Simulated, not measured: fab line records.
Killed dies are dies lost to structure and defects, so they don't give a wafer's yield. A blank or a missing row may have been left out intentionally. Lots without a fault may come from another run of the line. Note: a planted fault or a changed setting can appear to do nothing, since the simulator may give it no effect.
The tool behind it: which one? | flow sky130 | Sampling: 14 lots, 42 wafers, 3 of 708 route steps

== WHAT THE GAUGES READ, wafer by wafer ==
SKY_PWDE_OVL_MEAS_07.
lot  | measured    | on         | PWDE_OVL (nm)
L982 | day 3 23:50 | overlay-01 | 0.3 2.0 1.2
L984 | day 4 13:38 | overlay-02 | -0.7 -1.6 -1.5
L985 | day 4 20:09 | overlay-01 | 0.6 1.8 1.9
L986 | day 4 21:18 | overlay-01 | 1.4 1.1 0.7
L987 | day 5 02:44 | overlay-02 | 0.7 -1.0 -0.2
L992 | day 6 12:32 | overlay-02 | -0.6 -0.3 0.6
L993 | day 6 16:37 | overlay-02 | 0.2 -0.7 -0.4
L996 | day 7 12:37 | overlay-02 | -1.3 0.4 -2.8
L998 | day 8 05:56 | overlay-02 | 1.0 2.8 1.9
L997 | day 8 07:51 | overlay-01 | -1.7 0.7 -2.3
L999 | day 8 08:13 | overlay-02 | -0.4 1.3 1.0
L101 | day 8 14:01 | overlay-01 | -0.9 -1.2 0.9
L102 | day 8 21:23 | overlay-01 | -1.6 -0.4 -1.4
L103 | day 8 22:06 | overlay-01 | -0.8 0.3 -1.5

SKY_NWELL_RS_MEAS_29: the measuring method here is four-point-probe.
lot  | measured     | on            | NWELL_RS (ohm/sq)
L982 | day 5 12:14  | film-metro-01 | 627.5 626.2 627.0
L984 | day 6 03:20  | film-metro-03 | 627.5 629.1 627.0
L985 | day 6 09:27  | film-metro-03 | 624.0 626.5 627.0
L986 | day 6 10:32  | film-metro-03 | 625.8 625.2 623.7
L987 | day 6 16:13  | film-metro-03 | 624.1 626.4 627.5
L992 | day 8 08:52  | film-metro-01 | 623.5 625.1 623.8
L993 | day 8 10:48  | film-metro-01 | 622.5 623.4 622.1
L996 | day 9 07:27  | film-metro-01 | 625.7 626.0 624.5
L998 | day 10 00:44 | film-metro-01 | 624.9 624.4 624.2
L997 | day 10 04:48 | film-metro-01 | 624.4 624.5 623.6
L999 | day 10 05:00 | film-metro-03 | 627.5 626.8 627.0
L101 | day 10 11:40 | film-metro-03 | 627.8 629.6 627.6
L102 | day 10 18:53 | film-metro-04 | 623.7 625.4 624.7
L103 | day 10 19:37 | film-metro-03 | 626.2 625.6 628.2

== WHICH TOOL RAN EACH LOT (tool, then ch and the chambers of the sampled wafers, then the start) ==
lot  | SKY_PWDE_STRIP_09
L982 | plasma-asher-03 ch 0,1, day 4 00:01
L984 | plasma-asher-04 ch 0,1, day 4 13:49
L985 | plasma-asher-02 ch 1, day 4 20:20
L986 | plasma-asher-04 ch 0,1, day 4 21:29
L987 | plasma-asher-02 ch 0, day 5 02:55
L992 | plasma-asher-04 ch 0,1, day 6 12:43
L993 | plasma-asher-02 ch 0,1, day 6 16:49
L996 | plasma-asher-02 ch 0,1, day 7 12:48
L998 | plasma-asher-04 ch 0,1, day 8 06:07
L997 | plasma-asher-03 ch 0,1, day 8 08:02
L999 | plasma-asher-04 ch 0,1, day 8 08:25
L101 | plasma-asher-03 ch 0,1, day 8 14:13
L102 | plasma-asher-04 ch 0,1, day 8 21:34
L103 | plasma-asher-02 ch 0,1, day 8 22:17
- SKY_PWDE_STRIP_09: strips in O2/N2.

== AS READ BY THE TOOLS THEMSELVES (means over the sampled wafers that have a number; for cases with no such wafer, the mark the record gives instead) ==
SKY_PWDE_STRIP_09.
lot  | tool            | chamber-pressure-mTorr (mTorr) | drypump-motor-current-A (A) | n2-flow-sccm (sccm) | oes-product-au (a.u.) | strip-time-to-endpoint-s (s)
L982 | plasma-asher-03 | 1502.0                         | 5.9                         | 299.4               | 0.724                 | 36.88
L984 | plasma-asher-04 | 1500.1                         | 5.3                         | 299.2               | 0.721                 | 36.92
L985 | plasma-asher-02 | 1499.8                         | 5.0                         | 299.3               | 0.726                 | 36.95
L986 | plasma-asher-04 | 1500.2                         | 5.9                         | 299.9               | 0.721                 | 36.90
L987 | plasma-asher-02 | 1499.8                         | 5.2                         | 301.1               | 0.731                 | 36.89
L992 | plasma-asher-04 | 1499.9                         | 5.4                         | 301.0               | 0.727                 | 36.94
L993 | plasma-asher-02 | 1499.2                         | 5.1                         | 300.8               | 0.719                 | 37.07
L996 | plasma-asher-02 | 1498.6                         | 5.1                         | 299.9               | 0.725                 | 36.96
L998 | plasma-asher-04 | 1499.1                         | 5.4                         | 299.9               | 0.725                 | 36.89
L997 | plasma-asher-03 | 1499.5                         | 5.9                         | 299.6               | 0.719                 | 36.94
L999 | plasma-asher-04 | 1499.1                         | 5.9                         | 300.7               | 0.717                 | 36.75
L101 | plasma-asher-03 | 1499.5                         | 6.0                         | 299.9               | 0.723                 | 36.98
L102 | plasma-asher-04 | 1501.1                         | 5.3                         | 299.6               | 0.721                 | 36.91
L103 | plasma-asher-02 | 1499.1                         | 5.1                         | 300.3               | 0.717                 | 36.91

== THE ANSWER, worked out from the rows above alone ==
Rule: what is usual is taken from the lots themselves. The widest of any qualifying gaps counts: lots, ordered by their means at a reading, are off when they make up no more than a third of the lots, leave a main group of 4 or more, and stand apart from it by 3 or more times the standard deviation of that group's means. Not used: any main group whose means are identical at the precision the tables above print for the reading. Also off: a lot with no number at a reading for which 4 or more lots have one. All remaining lots with rows at the step are treated as sound. Order of review: gauges by route order, followed by the tools' own readings, for which a lot's mean as printed above is used. At the first step where some lot is off, the reading lying furthest off is the one used; lots without a number count as furthest.
None of the lots is off at any reading shown; this tells nothing.

== WHAT THE SIMULATOR PUT IN ==
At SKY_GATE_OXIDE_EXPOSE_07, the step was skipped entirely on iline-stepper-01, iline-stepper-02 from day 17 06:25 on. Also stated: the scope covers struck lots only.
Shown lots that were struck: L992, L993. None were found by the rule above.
